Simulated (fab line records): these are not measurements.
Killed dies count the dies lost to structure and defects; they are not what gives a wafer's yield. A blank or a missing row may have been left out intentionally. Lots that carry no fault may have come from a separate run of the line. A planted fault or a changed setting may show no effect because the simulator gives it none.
fab line records ; flow gf180mcu ; part 1 of 2: steps 1 to 26 of 35
record: lots: 5; wafers: 15; last-day: 33
route steps=602 shown M1@323 V1@335
lots that met no fault: taken from a fault-free run of the same line
start-h: hours from the record's first day to the start of the lot's first wafer shown ; wait-h: time in hours since the lot's previous step ; " same as the row above ; L1.1+2: several wafers, shown together as one row ; - no value present, or no start provided ; * or withheld: withheld ; < > ~ a bound
route shown NAME@n: names a module that has steps shown in the file, with the first one's number in the route ; usual: mean/standard deviation taken from wafers without a fault ; same: alike in all rows ; chamber/n: place in a boat ; sites: the reading at each site ; _std_site: standard deviation of those values ; _edge_site: mean of outer sites minus mean of inner sites ; radius-mm: for every site, how far away it sits from the centre of the wafer ; mask NAME#n: copy n ; behind: the most recent tool/chamber to have shaped the wafer ; hold: cause of the lot's hold/its duration in hours/its outcome ; device: names the non-switching transistor (n, p or np) ; end of line: tests of these same wafers at the route's end ; a step with no rows: only its recipe ; killed: at the first sort, the dies lost to defects and structure; wafer yield is something else ; map: the dies of a wafer, with x for killed, . for not killed, _ for no die there
set.NAME: setting as actually run; set.NAME@STEP: the setting as run at that earlier step ; model.NAME: the simulator's own value behind a step, which no gauge read
lots seen at some steps along the route; tables by step, rows by wafer
services: a tool's chamber out of use, with start hour (start-h, from the record's first day; less than 0 if before it), hours out, and reason
== steps ==
step: GF_M1_HMDS_08
recipe: prime-time-s: 60; prime-temp-c: 120
usual: resist-line-temp-C: 23.00/0.11
lot.wafer;tool;chamber;start-h;wait-h;resist-line-temp-C
L076.2;litho-track-04;0;388.51;0.1;23.11
L076.5;litho-track-04;0;388.51;0.1;23.17
L076.6;litho-track-04;0;388.51;0.1;23.07
L082.1;litho-track-04;0;439.94;0.1;22.96
L082.2;litho-track-04;0;439.94;0.1;22.91
L082.5;litho-track-04;0;439.94;0.1;23.01
L087.1;litho-track-03;0;494.29;0.1;22.98
L087.3;litho-track-03;0;494.29;0.1;22.99
L087.6;litho-track-03;0;494.29;0.1;23.15
L091.3;litho-track-03;0;527.14;0.1;22.88
L091.5;litho-track-03;0;527.14;0.1;23.00
L091.6;litho-track-03;0;527.14;0.1;23.07
L092.1;litho-track-01;0;529.45;0.1;23.13
L092.2;litho-track-01;0;529.45;0.1;23.09
L092.6;litho-track-01;0;529.45;0.1;22.91
step: GF_M1_COAT_09
recipe: resist: KrF; spin-rpm: withheld; resist-thk-nm: 1000
usual: resist-line-temp-C: 23.01/0.12
lot.wafer;tool;chamber;start-h;wait-h;resist-line-temp-C
L076.2;litho-track-04;0;388.66;0.1;23.03
L076.5;litho-track-04;0;388.66;0.1;22.76
L076.6;litho-track-04;0;388.66;0.1;22.83
L082.1;litho-track-04;0;440.09;0.1;22.90
L082.2;litho-track-04;0;440.09;0.1;22.73
L082.5;litho-track-04;0;440.09;0.1;22.87
L087.1;litho-track-03;0;494.44;0.1;23.04
L087.3;litho-track-03;0;494.44;0.1;22.98
L087.6;litho-track-03;0;494.44;0.1;23.06
L091.3;litho-track-03;0;527.29;0.1;23.13
L091.5;litho-track-03;0;527.29;0.1;23.22
L091.6;litho-track-03;0;527.29;0.1;23.33
L092.1;litho-track-01;0;529.60;0.1;23.03
L092.2;litho-track-01;0;529.60;0.1;23.08
L092.6;litho-track-01;0;529.60;0.1;23.03
step: GF_M1_SOFTBAKE_10
recipe: temp-c: 130; time-s: 60; resist: KrF
usual: resist-line-temp-C: 22.98/0.1
lot.wafer;tool;chamber;start-h;wait-h;resist-line-temp-C
L076.2;litho-track-04;0;388.81;0.1;22.95
L076.5;litho-track-04;0;388.81;0.1;23.10
L076.6;litho-track-04;0;388.81;0.1;22.80
L082.1;litho-track-04;0;440.24;0.1;23.03
L082.2;litho-track-04;0;440.24;0.1;22.85
L082.5;litho-track-04;0;440.24;0.1;23.03
L087.1;litho-track-03;0;494.59;0.1;22.98
L087.3;litho-track-03;0;494.59;0.1;22.97
L087.6;litho-track-03;0;494.59;0.1;22.92
L091.3;litho-track-03;0;527.44;0.1;22.90
L091.5;litho-track-03;0;527.44;0.1;22.90
L091.6;litho-track-03;0;527.44;0.1;23.01
L092.1;litho-track-01;0;529.75;0.1;22.93
L092.2;litho-track-01;0;529.75;0.1;22.98
L092.6;litho-track-01;0;529.75;0.1;23.05
step: GF_M1_EXPOSE_11
recipe: mask-id: Metal1; target-cd-nm: 230; na: 0.68; source-shape: conventional; sigma-outer: 0.6; dose-mj: 28
lot.wafer;tool;chamber;start-h;wait-h;mask
L076.2+5+6;krf-scanner-01;0;-;-;Metal1#0
L082.1+2+5;krf-scanner-02;0;-;-;Metal1#0
L087.1+3+6;krf-scanner-02;0;-;-;Metal1#0
L091.3+5+6;krf-scanner-02;0;-;-;Metal1#0
L092.1+2+6;krf-scanner-02;0;-;-;Metal1#0
step: GF_M1_PEB_12
recipe: peb-temp-c: 135; peb-time-s: 90; resist: KrF
usual: resist-line-temp-C: 23.00/0.11
lot.wafer;tool;chamber;start-h;wait-h;resist-line-temp-C
L076.2;litho-track-04;0;-;-;23.05
L076.5;litho-track-04;0;-;-;22.99
L076.6;litho-track-04;0;-;-;23.05
L082.1;litho-track-04;0;-;-;22.93
L082.2;litho-track-04;0;-;-;23.00
L082.5;litho-track-04;0;-;-;23.14
L087.1;litho-track-04;0;-;-;22.99
L087.3;litho-track-04;0;-;-;22.82
L087.6;litho-track-04;0;-;-;22.93
L091.3;litho-track-03;0;-;-;22.87
L091.5;litho-track-03;0;-;-;22.85
L091.6;litho-track-03;0;-;-;22.81
L092.1;litho-track-03;0;-;-;23.03
L092.2;litho-track-03;0;-;-;22.92
L092.6;litho-track-03;0;-;-;22.98
step: GF_M1_DEVELOP_13
recipe: develop-time-s: 60; dev-temp-c: 21
usual: developer-temp-C: 21.00/0.11; resist-line-temp-C: 22.98/0.098
lot.wafer;tool;chamber;start-h;wait-h;developer-temp-C;resist-line-temp-C
L076.2;litho-track-04;0;399.46;0.2;20.96;22.97
L076.5;litho-track-04;0;399.46;0.2;20.99;23.06
L076.6;litho-track-04;0;399.46;0.2;21.00;23.11
L082.1;litho-track-04;0;452.49;0.2;21.03;23.08
L082.2;litho-track-04;0;452.49;0.2;20.93;23.09
L082.5;litho-track-04;0;452.49;0.2;20.88;23.17
L087.1;litho-track-04;0;506.33;0.2;20.88;22.95
L087.3;litho-track-04;0;506.33;0.2;21.13;22.89
L087.6;litho-track-04;0;506.33;0.2;20.92;23.19
L091.3;litho-track-03;0;538.04;0.1;21.05;22.99
L091.5;litho-track-03;0;538.04;0.1;20.95;22.88
L091.6;litho-track-03;0;538.04;0.1;20.89;22.95
L092.1;litho-track-03;0;540.59;0.2;21.17;23.11
L092.2;litho-track-03;0;540.59;0.2;21.02;23.08
L092.6;litho-track-03;0;540.59;0.2;20.98;23.02
step: GF_M1_CD_MEAS_14
recipe: target-cd-nm: 230
usual: cd-nm: 229.9/1.3
lot.wafer;tool;chamber;start-h;wait-h;cd-nm
L076.2;cd-sem-01;-;399.61;0.1;230.0
L076.5;cd-sem-01;-;399.61;0.1;228.5
L076.6;cd-sem-01;-;399.61;0.1;228.5
L082.1;cd-sem-02;-;452.64;0.1;231.3
L082.2;cd-sem-02;-;452.64;0.1;232.3
L082.5;cd-sem-02;-;452.64;0.1;231.2
L087.1;cd-sem-01;-;506.48;0.1;229.3
L087.3;cd-sem-01;-;506.48;0.1;228.8
L087.6;cd-sem-01;-;506.48;0.1;229.4
L091.3;cd-sem-02;-;538.18;0.1;229.7
L091.5;cd-sem-02;-;538.18;0.1;231.2
L091.6;cd-sem-02;-;538.18;0.1;231.0
L092.1;cd-sem-02;-;540.74;0.1;230.2
L092.2;cd-sem-02;-;540.74;0.1;230.3
L092.6;cd-sem-02;-;540.74;0.1;231.0
step: GF_M1_OVL_MEAS_15
usual: M1_OVL: 0/6.6
lot.wafer;tool;chamber;start-h;wait-h;M1_OVL[nm]
L076.2;overlay-02;-;399.71;0.1;1
L076.5;overlay-02;-;399.71;0.1;0
L076.6;overlay-02;-;399.71;0.1;4
L082.1;overlay-01;-;452.76;0.1;-2
L082.2;overlay-01;-;452.76;0.1;1
L082.5;overlay-01;-;452.76;0.1;-3
L087.1;overlay-02;-;506.60;0.1;-13
L087.3;overlay-02;-;506.60;0.1;-4
L087.6;overlay-02;-;506.60;0.1;-4
L091.3;overlay-01;-;538.28;0.1;-6
L091.5;overlay-01;-;538.28;0.1;-4
L091.6;overlay-01;-;538.28;0.1;-5
L092.1;overlay-01;-;540.86;0.1;-2
L092.2;overlay-01;-;540.86;0.1;13
L092.6;overlay-01;-;540.86;0.1;9
step: GF_M1_METAL_ETCH_16
recipe: chemistry: Cl2/BCl3; mask-material: KrF; target-depth-nm: 627.5; stop-on: SiO2; pressure-mtorr: 8; icp-w: 800; bias-w: 140; Cl2_flow_sccm: 80; bcl3-flow-sccm: 40; time-s: 104.6
usual: drypump-motor-current-A: 5.7/0.31; oes-product-au: 0.973/0.007; rf-fwd-power-W: 794.1/2.9; throttle-valve-pct: 28.249/0.01
lot.wafer;tool;chamber;start-h;wait-h;drypump-motor-current-A;oes-product-au;rf-fwd-power-W;rf-hours-counter-h;throttle-valve-pct
L076.2;rie-metal-04;1;399.74;0.0;5.3;0.981;794.9;3.8;28.231
L076.5;rie-metal-04;0;399.74;0.0;5.8;0.970;795.0;-;28.255
L076.6;rie-metal-04;1;399.74;0.0;5.3;0.964;794.9;-;28.249
L082.1;rie-metal-01;1;452.80;0.0;5.8;0.962;796.6;6.6;28.259
L082.2;rie-metal-01;0;452.80;0.0;5.8;0.967;794.9;10.3;28.242
L082.5;rie-metal-01;0;452.80;0.0;5.8;0.975;797.2;-;28.253
L087.1;rie-metal-01;1;506.64;0.0;5.9;0.967;796.7;8.1;28.238
L087.3;rie-metal-01;1;506.64;0.0;5.8;0.967;796.8;-;28.232
L087.6;rie-metal-01;1;506.64;0.0;5.9;0.964;794.6;-;28.241
L091.3;rie-metal-01;1;538.34;0.1;5.8;0.972;794.4;-;28.246
L091.5;rie-metal-01;1;538.34;0.1;5.8;0.980;795.9;-;28.262
L091.6;rie-metal-01;0;538.34;0.1;5.8;0.965;797.5;-;28.244
L092.1;rie-metal-03;0;540.90;0.0;6.3;0.969;797.2;8.0;28.263
L092.2;rie-metal-03;1;540.90;0.0;5.6;0.970;793.0;3.7;28.259
L092.6;rie-metal-03;1;540.90;0.0;5.6;0.978;787.6;-;28.236
step: GF_M1_STRIP_17
recipe: chemistry: O2/N2; power-w: 1400; pressure-mtorr: 1500; platen-temp-c: 250; o2-flow-sccm: 3000; n2-flow-sccm: 300; overash-fraction: 0.5
usual: drypump-motor-current-A: 5.6/0.57; heater-power-w: 330/30; n2-flow-sccm: 300.0/0.98; oes-product-au: 0.556/0.0052; strip-time-to-endpoint-s: 7.85/0.061
lot.wafer;tool;chamber;start-h;wait-h;drypump-motor-current-A;heater-power-w;n2-flow-sccm;oes-product-au;rf-hours-counter-h;strip-time-to-endpoint-s
L076.2;plasma-asher-02;1;399.85;0.1;5.7;353;300.0;0.548;31;7.69
L076.5;plasma-asher-02;1;399.85;0.1;5.7;369;299.0;0.560;-;7.88
L076.6;plasma-asher-02;0;399.85;0.1;5.4;341;301.3;0.556;-;7.73
L082.1;plasma-asher-02;0;452.91;0.1;5.4;348;301.1;0.560;37;7.95
L082.2;plasma-asher-02;1;452.91;0.1;5.7;351;300.7;0.558;37;7.92
L082.5;plasma-asher-02;0;452.91;0.1;5.4;345;300.8;0.571;-;7.95
L087.1;plasma-asher-03;1;506.86;0.2;6.4;339;299.5;0.565;9;7.88
L087.3;plasma-asher-03;1;506.86;0.2;6.4;331;300.8;0.557;-;7.89
L087.6;plasma-asher-03;0;506.86;0.2;5.5;279;298.6;0.557;-;7.89
L091.3;plasma-asher-01;0;538.45;0.1;4.7;373;299.7;0.564;-;7.88
L091.5;plasma-asher-01;0;538.45;0.1;4.7;368;300.8;0.556;-;7.90
L091.6;plasma-asher-01;1;538.45;0.1;6.0;325;300.3;0.557;-;7.82
L092.1;plasma-asher-01;0;541.01;0.1;4.7;354;301.7;0.565;74;7.84
L092.2;plasma-asher-01;1;541.01;0.1;6.0;325;299.7;0.558;74;7.86
L092.6;plasma-asher-01;1;541.01;0.1;6.0;323;299.0;0.563;-;7.86
step: GF_M1_STRIP_18
recipe: chemistry: post-etch-residue-remover; time-s: 1200; temp-c: 72.5
lot.wafer;tool;chamber;start-h;wait-h
L076.2+5+6;wet-bench-02;1;399.95;0.1
L082.1+2+5;wet-bench-02;3;453.01;0.1
L087.1+3+6;wet-bench-04;0;506.96;0.1
L091.3+5+6;wet-bench-01;0;538.51;0.0
L092.1+2+6;wet-bench-01;3;541.11;0.1
step: GF_M1_CLEAN_19
recipe: chemistry: DIW; dry: n2-spin
lot.wafer;tool;chamber;start-h;wait-h
L076.2+5+6;wet-bench-04;0;400.30;0.0
L082.1+2+5;wet-bench-01;3;453.38;0.0
L087.1+3+6;wet-bench-01;1;507.34;0.0
L091.3+5+6;wet-bench-01;1;538.93;0.1
L092.1+2+6;wet-bench-02;3;541.45;0.0
step: GF_V1_CVD_00
recipe: material: SiO2; target-thk-nm: 600; sigma-open-frac: 0.3; temp-c: 400; time-s: 100; sih4-flow-sccm: 60; pressure-mtorr: 6
lot.wafer;tool;chamber;start-h;wait-h
L076.2+5+6;hdpcvd-01;1,2,1;400.39;0.0
L082.1+2+5;hdpcvd-01;1,2,0;453.48;0.0
L087.1+3+6;hdpcvd-02;1,0,1;507.44;0.0
L091.3+5+6;hdpcvd-02;2,0,1;539.03;0.0
L092.1+2+6;hdpcvd-02;2,1,2;541.55;0.0
step: GF_V1_THK_MEAS_01
recipe: reads: SiO2_of_V1_CVD_00
usual: V1_CVD_00_THK: 592/7.5
lot.wafer;tool;chamber;start-h;wait-h;V1_CVD_00_THK[nm]
L076.2;film-metro-01;-;400.49;0.1;584
L076.5;film-metro-01;-;400.49;0.1;599
L076.6;film-metro-01;-;400.49;0.1;587
L082.1;film-metro-03;-;453.55;0.0;584
L082.2;film-metro-03;-;453.55;0.0;593
L082.5;film-metro-03;-;453.55;0.0;602
L087.1;film-metro-02;-;507.51;0.0;592
L087.3;film-metro-02;-;507.51;0.0;578
L087.6;film-metro-02;-;507.51;0.0;584
L091.3;film-metro-03;-;539.12;0.1;590
L091.5;film-metro-03;-;539.12;0.1;581
L091.6;film-metro-03;-;539.12;0.1;584
L092.1;film-metro-01;-;541.63;0.0;597
L092.2;film-metro-01;-;541.63;0.0;584
L092.6;film-metro-01;-;541.63;0.0;595
step: GF_V1_CVD_02
recipe: material: SiO2; target-thk-nm: 850; precursor: TEOS; temp-c: 400; time-s: 94.851; rf-w: 600
usual: heater-power-w: 672/100; rf-fwd-power-W: 596.3/2.1
lot.wafer;tool;chamber;start-h;wait-h;heater-power-w;rf-fwd-power-W
L076.2;pecvd-02;2;400.54;0.0;777;597.4
L076.5;pecvd-02;1;400.54;0.0;719;598.0
L076.6;pecvd-02;2;400.54;0.0;815;594.8
L082.1;pecvd-04;2;453.61;0.1;526;593.2
L082.2;pecvd-04;0;453.61;0.1;802;593.7
L082.5;pecvd-04;1;453.61;0.1;509;593.5
L087.1;pecvd-02;0;507.57;0.1;677;596.5
L087.3;pecvd-02;2;507.57;0.1;785;594.3
L087.6;pecvd-02;0;507.57;0.1;703;594.2
L091.3;pecvd-02;0;539.16;0.0;692;593.8
L091.5;pecvd-02;2;539.16;0.0;827;596.0
L091.6;pecvd-02;1;539.16;0.0;679;600.3
L092.1;pecvd-04;1;541.69;0.1;620;598.7
L092.2;pecvd-04;0;541.69;0.1;807;596.6
L092.6;pecvd-04;0;541.69;0.1;640;597.5
step: GF_V1_THK_MEAS_03
recipe: reads: SiO2_of_V1_CVD_02
usual: V1_CVD_02_THK: 852/11
lot.wafer;tool;chamber;start-h;wait-h;V1_CVD_02_THK[nm]
L076.2;film-metro-01;-;400.62;0.0;843
L076.5;film-metro-01;-;400.62;0.0;848
L076.6;film-metro-01;-;400.62;0.0;852
L082.1;film-metro-01;-;453.68;0.0;852
L082.2;film-metro-01;-;453.68;0.0;848
L082.5;film-metro-01;-;453.68;0.0;848
L087.1;film-metro-01;-;507.64;0.0;848
L087.3;film-metro-01;-;507.64;0.0;856
L087.6;film-metro-01;-;507.64;0.0;862
L091.3;film-metro-01;-;539.25;0.1;836
L091.5;film-metro-01;-;539.25;0.1;862
L091.6;film-metro-01;-;539.25;0.1;866
L092.1;film-metro-02;-;541.76;0.0;851
L092.2;film-metro-02;-;541.76;0.0;841
L092.6;film-metro-02;-;541.76;0.0;853
step: GF_V1_CMP_04
recipe: material: SiO2; down-force-psi: 4; platen-rpm: 60; pad-velocity-m-s: 0.94248
usual: motor-current-A: 11.8/0.94; slurry-filter-dp-kPa: 13.49/0.13; time-to-endpoint-s: 81/6.7
lot.wafer;tool;chamber;start-h;wait-h;motor-current-A;slurry-filter-dp-kPa;time-to-endpoint-s
L076.2;cmp-01;0;400.95;0.3;10.4;13.47;68
L076.5;cmp-01;1;400.95;0.3;11.1;13.48;76
L076.6;cmp-01;2;400.95;0.3;13.5;13.35;88
L082.1;cmp-02;0;453.74;0.1;13.2;13.50;85
L082.2;cmp-02;3;453.74;0.1;12.6;13.36;84
L082.5;cmp-02;1;453.74;0.1;9.9;13.57;86
L087.1;cmp-01;0;507.81;0.2;9.6;13.19;73
L087.3;cmp-01;2;507.81;0.2;12.9;13.61;90
L087.6;cmp-01;0;507.81;0.2;10.6;13.44;76
L091.3;cmp-01;1;539.44;0.2;11.2;13.77;72
L091.5;cmp-01;2;539.44;0.2;12.6;13.73;95
L091.6;cmp-01;3;539.44;0.2;12.1;13.32;88
L092.1;cmp-01;2;541.92;0.1;12.5;13.52;93
L092.2;cmp-01;3;541.92;0.1;11.6;13.60;77
L092.6;cmp-01;1;541.92;0.1;11.4;13.32;79
step: GF_V1_BOW_MEAS_05
recipe: mode: bow
usual: V1_BOW: 82/7.3
lot.wafer;tool;chamber;start-h;wait-h;V1_BOW[um]
L076.2;film-metro-02;-;401.12;0.1;79
L076.5;film-metro-02;-;401.12;0.1;81
L076.6;film-metro-02;-;401.12;0.1;84
L082.1;film-metro-01;-;454.04;0.2;86
L082.2;film-metro-01;-;454.04;0.2;82
L082.5;film-metro-01;-;454.04;0.2;83
L087.1;film-metro-03;-;508.06;0.2;86
L087.3;film-metro-03;-;508.06;0.2;82
L087.6;film-metro-03;-;508.06;0.2;90
L091.3;film-metro-02;-;539.63;0.1;67
L091.5;film-metro-02;-;539.63;0.1;74
L091.6;film-metro-02;-;539.63;0.1;87
L092.1;film-metro-02;-;542.12;0.1;73
L092.2;film-metro-02;-;542.12;0.1;79
L092.6;film-metro-02;-;542.12;0.1;89
step: GF_V1_DEHYDRATE_06
recipe: temp-c: 200; time-s: 60
usual: resist-line-temp-C: 22.97/0.11
lot.wafer;tool;chamber;start-h;wait-h;resist-line-temp-C
L076.2;litho-track-04;0;412.26;11.1;23.05
L076.5;litho-track-04;0;412.26;11.1;23.02
L076.6;litho-track-04;0;412.26;11.1;23.03
L082.1;litho-track-04;0;465.68;11.6;22.80
L082.2;litho-track-04;0;465.68;11.6;22.80
L082.5;litho-track-04;0;465.68;11.6;22.77
L087.1;litho-track-04;0;519.53;11.5;22.94
L087.3;litho-track-04;0;519.53;11.5;22.83
L087.6;litho-track-04;0;519.53;11.5;22.89
L091.3;litho-track-03;0;550.74;11.1;22.89
L091.5;litho-track-03;0;550.74;11.1;22.98
L091.6;litho-track-03;0;550.74;11.1;22.89
L092.1;litho-track-02;0;553.08;10.9;23.13
L092.2;litho-track-02;0;553.08;10.9;22.87
L092.6;litho-track-02;0;553.08;10.9;22.86
step: GF_V1_HMDS_07
recipe: prime-time-s: 60; prime-temp-c: 120
usual: resist-line-temp-C: 23.00/0.094
lot.wafer;tool;chamber;start-h;wait-h;resist-line-temp-C
L076.2;litho-track-04;0;412.41;0.1;22.91
L076.5;litho-track-04;0;412.41;0.1;22.89
L076.6;litho-track-04;0;412.41;0.1;23.01
L082.1;litho-track-04;0;465.83;0.1;22.84
L082.2;litho-track-04;0;465.83;0.1;22.96
L082.5;litho-track-04;0;465.83;0.1;22.93
L087.1;litho-track-04;0;519.68;0.1;23.00
L087.3;litho-track-04;0;519.68;0.1;22.92
L087.6;litho-track-04;0;519.68;0.1;23.21
L091.3;litho-track-03;0;550.89;0.1;23.01
L091.5;litho-track-03;0;550.89;0.1;22.93
L091.6;litho-track-03;0;550.89;0.1;22.96
L092.1;litho-track-02;0;553.23;0.1;22.89
L092.2;litho-track-02;0;553.23;0.1;22.88
L092.6;litho-track-02;0;553.23;0.1;22.91
step: GF_V1_COAT_08
recipe: resist: BARC; temp-c: withheld; time-s: withheld; spin-rpm: withheld; resist-thk-nm: withheld
usual: resist-line-temp-C: *
lot.wafer;tool;chamber;start-h;wait-h;resist-line-temp-C
L076.2;litho-track-04;0;412.56;0.1;*
L076.5;litho-track-04;0;412.56;0.1;*
L076.6;litho-track-04;0;412.56;0.1;*
L082.1;litho-track-04;0;465.98;0.1;*
L082.2;litho-track-04;0;465.98;0.1;*
L082.5;litho-track-04;0;465.98;0.1;*
L087.1;litho-track-04;0;519.83;0.1;*
L087.3;litho-track-04;0;519.83;0.1;*
L087.6;litho-track-04;0;519.83;0.1;*
L091.3;litho-track-03;0;551.04;0.1;*
L091.5;litho-track-03;0;551.04;0.1;*
L091.6;litho-track-03;0;551.04;0.1;*
L092.1;litho-track-02;0;553.38;0.1;*
L092.2;litho-track-02;0;553.38;0.1;*
L092.6;litho-track-02;0;553.38;0.1;*
step: GF_V1_COAT_09
recipe: resist: KrF; spin-rpm: withheld; resist-thk-nm: 1000
usual: resist-line-temp-C: 23.02/0.087
lot.wafer;tool;chamber;start-h;wait-h;resist-line-temp-C
L076.2;litho-track-04;0;-;-;22.94
L076.5;litho-track-04;0;-;-;23.01
L076.6;litho-track-04;0;-;-;23.14
L082.1;litho-track-04;0;-;-;22.90
L082.2;litho-track-04;0;-;-;23.02
L082.5;litho-track-04;0;-;-;22.94
L087.1;litho-track-04;0;-;-;23.01
L087.3;litho-track-04;0;-;-;22.99
L087.6;litho-track-04;0;-;-;23.06
L091.3;litho-track-03;0;-;-;22.99
L091.5;litho-track-03;0;-;-;22.99
L091.6;litho-track-03;0;-;-;22.94
L092.1;litho-track-02;0;-;-;22.94
L092.2;litho-track-02;0;-;-;23.01
L092.6;litho-track-02;0;-;-;22.98
step: GF_V1_SOFTBAKE_10
recipe: temp-c: 130; time-s: 61.46; resist: KrF
usual: plate-sensor-t-centre-C: 131.02/0.01; plate-sensor-t-edge-C: 131.21/0.01; resist-line-temp-C: 23.02/0.096
lot.wafer;tool;chamber;start-h;wait-h;plate-sensor-t-centre-C;plate-sensor-t-edge-C;resist-line-temp-C
L076.2;litho-track-04;0;-;-;131;131.21;23.02
L076.5;litho-track-04;0;-;-;131.03;131.22;23.03
L076.6;litho-track-04;0;-;-;131.01;131.21;23.02
L082.1;litho-track-04;0;-;-;131.04;131.21;22.94
L082.2;litho-track-04;0;-;-;131.01;131.22;22.89
L082.5;litho-track-04;0;-;-;131.02;131.19;22.89
L087.1;litho-track-04;0;-;-;131;131.21;23.13
L087.3;litho-track-04;0;-;-;131.01;131.21;23.07
L087.6;litho-track-04;0;-;-;131.01;131.22;23.21
L091.3;litho-track-03;0;-;-;131.01;131.2;23.10
L091.5;litho-track-03;0;-;-;131.02;131.21;23.24
L091.6;litho-track-03;0;-;-;130.99;131.21;22.98
L092.1;litho-track-02;0;-;-;131.02;131.21;22.83
L092.2;litho-track-02;0;-;-;131.03;131.2;23.19
L092.6;litho-track-02;0;-;-;131.01;131.2;22.86
step: GF_V1_EXPOSE_11
recipe: mask-id: Via1; target-cd-nm: 260; na: 0.68; source-shape: conventional; sigma-outer: 0.6; dose-mj: 38
lot.wafer;tool;chamber;start-h;wait-h;mask
L076.2+5+6;krf-scanner-01;0;-;-;Via1#0
L082.1+2+5;krf-scanner-01;0;-;-;Via1#0
L087.1+3+6;krf-scanner-01;0;-;-;Via1#0
L091.3+5+6;krf-scanner-02;0;-;-;Via1#0
L092.1+2+6;krf-scanner-01;0;-;-;Via1#0
step: GF_V1_PEB_12
recipe: peb-temp-c: 135; peb-time-s: 90; resist: KrF
usual: resist-line-temp-C: 22.99/0.1
lot.wafer;tool;chamber;start-h;wait-h;resist-line-temp-C
L076.2;litho-track-04;0;-;-;22.95
L076.5;litho-track-04;0;-;-;23.13
L076.6;litho-track-04;0;-;-;23.01
L082.1;litho-track-03;0;-;-;22.96
L082.2;litho-track-03;0;-;-;23.02
L082.5;litho-track-03;0;-;-;22.96
L087.1;litho-track-03;0;-;-;23.06
L087.3;litho-track-03;0;-;-;23.14
L087.6;litho-track-03;0;-;-;23.12
L091.3;litho-track-03;0;-;-;23.09
L091.5;litho-track-03;0;-;-;23.07
L091.6;litho-track-03;0;-;-;22.96
L092.1;litho-track-03;0;-;-;23.16
L092.2;litho-track-03;0;-;-;23.11
L092.6;litho-track-03;0;-;-;23.18
step: GF_V1_DEVELOP_13
recipe: develop-time-s: 60; resist: KrF; dev-temp-c: 21
usual: developer-temp-C: 20.99/0.11; resist-line-temp-C: 23.01/0.1
lot.wafer;tool;chamber;start-h;wait-h;developer-temp-C;resist-line-temp-C
L076.2;litho-track-04;0;424.91;0.2;20.94;23.13
L076.5;litho-track-04;0;424.91;0.2;20.94;23.03
L076.6;litho-track-04;0;424.91;0.2;20.90;23.16
L082.1;litho-track-03;0;478.04;0.2;20.98;22.89
L082.2;litho-track-03;0;478.04;0.2;21.01;22.71
L082.5;litho-track-03;0;478.04;0.2;20.93;22.74
L087.1;litho-track-03;0;530.84;0.2;21.01;22.94
L087.3;litho-track-03;0;530.84;0.2;21.15;23.14
L087.6;litho-track-03;0;530.84;0.2;21.14;22.88
L091.3;litho-track-03;0;562.19;0.1;21.01;23.02
L091.5;litho-track-03;0;562.19;0.1;21.10;23.01
L091.6;litho-track-03;0;562.19;0.1;20.92;22.97
L092.1;litho-track-03;0;564.49;0.2;20.76;23.00
L092.2;litho-track-03;0;564.49;0.2;21.03;22.97
L092.6;litho-track-03;0;564.49;0.2;21.05;22.83
